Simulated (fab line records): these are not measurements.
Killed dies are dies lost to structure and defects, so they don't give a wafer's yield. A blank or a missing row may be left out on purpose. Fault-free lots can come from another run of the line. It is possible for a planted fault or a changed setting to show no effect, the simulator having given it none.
A struck lot beside a sound one + flow sfqLine + 14 out of 325 route steps
Sound: these wafers, L877.2, L877.5, L877.6. Struck: wafers L870.3, L870.5 (left out: L870.1, a lot-mate that was not struck); the cause follows at the end.
For every step that has rows: the tool of each side, followed by ch and its chambers, followed by its first start. Under that, the readings that differ: sound wafers + struck wafers + difference of the means + sigmas: that difference in standard deviations of wafers without a fault.
alike: a reading whose means differ by less than 2 such deviations, as well as words and numbers matching on both sides. not compared: withheld readings; readings where some wafer has no value; bounds like >300 that might hide an equal value; numbers whose values overlap and for which the record gives no deviation.
The two part at a step that has a row with sigmas, a row that says differs or no value, or rows on one side only. Non-overlapping numbers with no deviation appear without sigmas and do not part them. Lack of a reading on every wafer of one side parts them only where that side has two or more wafers.

SFQ_TRILAYER_R5_BARC_OPEN_METAL_ETCH_177: etches BARC in O2, target depth 125 nm, time 41.7 s.
  sound on rieMetal-02 ch 0,1, day 70 12:04; struck on rieMetal-04 ch 0,1, day 67 13:26
  alike: drypumpMotorCurrentA, oesProductAu, rfFwdPowerW
  not compared: rfHoursCounterH
SFQ_TRILAYER_R5_ETCH_METAL_ETCH_139: etches the open film in Cl2, stops on SiO2, target depth 60 nm, time 40 s.
  sound on rieMetal-02 ch 0,1, day 70 12:08; struck on rieMetal-04 ch 0,1, day 67 13:29
  alike: drypumpMotorCurrentA, oesProductAu, rfFwdPowerW
  not compared: rfHoursCounterH
SFQ_TRILAYER_R5_STRIP_STRIP_140: strips in O2.
  sound on rieMetal-02 ch 0,1, day 70 12:11; struck on rieMetal-04 ch 0,1, day 67 13:33
  alike: drypumpMotorCurrentA, oesProductAu
  not compared: rfHoursCounterH
then, 1 step without rows for these wafers: SFQ_TRILAYER_R5_STRIP_SOLV_CLEAN_141 (cleans in NMP, time 600 s).
SFQ_TRILAYER_A5C_DEP_PECVD_142: deposits SiO2 from SiH4/N2O, time 15.556 s, target thk 70 nm.
  sound on pecvd-04 ch 0,1,2, day 70 12:59; struck on pecvd-04 ch 0, day 67 14:19
| reading            | sound       | struck  | difference | sigmas |
|--------------------|-------------|---------|------------|--------|
| showerheadVppV (V) | 816 780 907 | 918 920 | +85        | +2     |
  alike: heaterPowerW, rfFwdPowerW, throttleValvePct
then, 6 steps without rows for these wafers: SFQ_TRILAYER_I5_LITHO_COAT_149 (resist thk 62 nm); SFQ_TRILAYER_I5_LITHO_COAT_144 (resist thk 650 nm); SFQ_TRILAYER_I5_LITHO_SOFTBAKE_148; SFQ_TRILAYER_I5_LITHO_EXPOSE_145 (exposes mask I5, target cd 700 nm); SFQ_TRILAYER_I5_LITHO_PEB_147 (peb time 60 s); SFQ_TRILAYER_I5_LITHO_DEVELOP_146 (time 60 s).
-- the record jumps here: 5 days lie between the struck wafers' starts before and after --
SFQ_I5_OVL_MEAS_936:
  sound: overlay-01 at day 75 13:45; struck: overlay-02 at day 72 20:49
  alike: I5_OVL
SFQ_TRILAYER_I5_BARC_OPEN_VIA_ETCH_200: etches BARC in O2, target depth 125 nm, time 41.7 s.
  sound on rieDiel-01 ch 1,2,3, day 75 13:47; struck on rieDiel-01 ch 3, day 72 20:52
| reading                                            | sound             | struck      | difference | sigmas |
|----------------------------------------------------|-------------------|-------------|------------|--------|
| rfFwdPowerW (W)                                    | 493.2 494.6 496.4 | 412.5 415.4 | -80.8      | -45    |
| model.KrF_of_TRILAYER_I5_LITHO_COAT_144.thkNm (nm) | 573.1 571.1 571.4 | 580.6 577.6 | +7.2       |        |
  alike: drypumpMotorCurrentA, oesProductAu
  not compared: rfHoursCounterH
SFQ_TRILAYER_I5_ETCH_VIA_ETCH_147: etches the open film in CHF3, stops on Nb, target depth 360 nm.
  sound on rieDiel-01 ch 1,2,3, day 75 13:49; struck on rieDiel-01 ch 3, day 72 20:54
  alike: drypumpMotorCurrentA, oesProductAu, rfFwdPowerW

## WHERE THEY PART
First at SFQ_TRILAYER_A5C_DEP_PECVD_142; last, within this record, at SFQ_TRILAYER_I5_BARC_OPEN_VIA_ETCH_200. Later steps at which nothing parts them and some readings are alike: SFQ_TRILAYER_I5_ETCH_VIA_ETCH_147.

WHY: the cause the simulator had injected
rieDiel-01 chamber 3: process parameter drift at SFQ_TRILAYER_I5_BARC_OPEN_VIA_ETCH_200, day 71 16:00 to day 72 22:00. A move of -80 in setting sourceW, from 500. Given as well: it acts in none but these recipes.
